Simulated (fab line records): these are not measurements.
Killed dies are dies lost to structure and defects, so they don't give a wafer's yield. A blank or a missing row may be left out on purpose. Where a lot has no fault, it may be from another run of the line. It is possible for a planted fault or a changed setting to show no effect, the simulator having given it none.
Shared-tool check | flow sky130 | 39 wafers sampled across 13 lots

== WHY IT WAS OPENED ==
At SKY_LDD_HVN_TW_MEAS_10 the reading LDD_HVN_TW is flagged on 1 of 13 lots. Wafers without a fault read 1436, standard deviation 8.3.
Rule: flag the lot when none of its wafers has a number, or when each of its wafers that has one lies beyond 4 standard deviations from that mean. The other lots count as sound.

lot  | measured     | on            | LDD_HVN_TW, wafer by wafer | flag
L462 | day 20 09:17 | film metro-01 | 1460 1451 1457             |
L463 | day 20 23:46 | film metro-03 | 1436 1440 1438             |
L464 | day 21 09:11 | film metro-03 | 1441 1439 1425             |
L465 | day 21 11:49 | film metro-03 | 1437 1442 1437             |
L466 | day 22 13:37 | film metro-03 | 1441 1442 1448             |
L469 | day 23 14:34 | film metro-02 | 1427 1432 1436             |
L470 | day 23 16:49 | film metro-02 | 30 30 30                   | FLAGGED
L471 | day 24 11:37 | film metro-01 | 1454 1454 1452             |
L480 | day 27 10:09 | film metro-02 | 1415 1428 1425             |
L481 | day 27 17:32 | film metro-01 | 1441 1439 1437             |
L482 | day 27 20:25 | film metro-02 | 1429 1427 1439             |
L483 | day 28 01:05 | film metro-02 | 1427 1431 1432             |
L484 | day 28 10:52 | film metro-03 | 1421 1430 1430             |
On average the flagged lots read 30, which is -1406 against the usual, or -99 or more standard deviations.

== EACH LOT AND THE TOOL IT RAN ON ==
The record keeps 1 process step preceding the reading, out of 708 steps on the route. Every cell lists first the tool, next ch and the chambers used by the sampled wafers, and last the start.
lot  | flag    | SKY_LDD_HVN_EXPOSE_04
L462 |         | iline stepper-02 ch 0, day 19 17:26
L463 |         | iline stepper-01 ch 0, day 20 08:38
L464 |         | iline stepper-01 ch 0, day 20 17:47
L465 |         | iline stepper-02 ch 0, day 20 20:55
L466 |         | iline stepper-01 ch 0, day 21 22:16
L469 |         | iline stepper-01 ch 0, day 22 23:05
L470 | FLAGGED | iline stepper-01 ch 0, day 23 01:35
L471 |         | iline stepper-02 ch 0, day 23 20:47
L480 |         | iline stepper-01 ch 0, day 26 19:53
L481 |         | iline stepper-02 ch 0, day 27 02:52
L482 |         | iline stepper-02 ch 0, day 27 06:07
L483 |         | iline stepper-01 ch 0, day 27 10:34
L484 |         | iline stepper-02 ch 0, day 27 20:45
What these steps do:
- SKY_LDD_HVN_EXPOSE_04: exposes mask HVNTM, target cd 700 nm.
- SKY_LDD_HVN_TW_MEAS_10

== FLAGGED AGAINST TOTAL, ONE TOOL AT A TIME (gauges that did the reading follow at the end) ==
step                   | tool             | lots run | flagged | share of the flagged lots | sound lots run after its first flagged lot
SKY_LDD_HVN_EXPOSE_04  | iline stepper-01 | 7        | 1       | all                       | 2 (L480,L483)
SKY_LDD_HVN_EXPOSE_04  | iline stepper-02 | 6        | 0       | none                      | -
SKY_LDD_HVN_TW_MEAS_10 | film metro-01    | 3        | 0       | none                      | -
SKY_LDD_HVN_TW_MEAS_10 | film metro-02    | 5        | 1       | all                       | 3 (L480,L482,L483)
SKY_LDD_HVN_TW_MEAS_10 | film metro-03    | 5        | 0       | none                      | -

== THE TABLE: WHAT IT ALLOWS ==
iline stepper-01 at SKY_LDD_HVN_EXPOSE_04 and film metro-02 at SKY_LDD_HVN_TW_MEAS_10 are the 2 rows of the table that ran each flagged lot.
- iline stepper-01 at SKY_LDD_HVN_EXPOSE_04: 1 of its 7 lots flagged. After the first flagged lot (L480, L483), sound lots still ran on it; a lasting fault on the whole tool would not permit that.
- film metro-02 at SKY_LDD_HVN_TW_MEAS_10: 1 of its 5 lots flagged. After the first flagged lot (L480, L482, L483), sound lots still ran on it; a lasting fault on the whole tool would not permit that.
No row of the table ran every flagged lot and no sound lot after the first.

== WHAT WAS PUT IN BY THE SIMULATOR ==
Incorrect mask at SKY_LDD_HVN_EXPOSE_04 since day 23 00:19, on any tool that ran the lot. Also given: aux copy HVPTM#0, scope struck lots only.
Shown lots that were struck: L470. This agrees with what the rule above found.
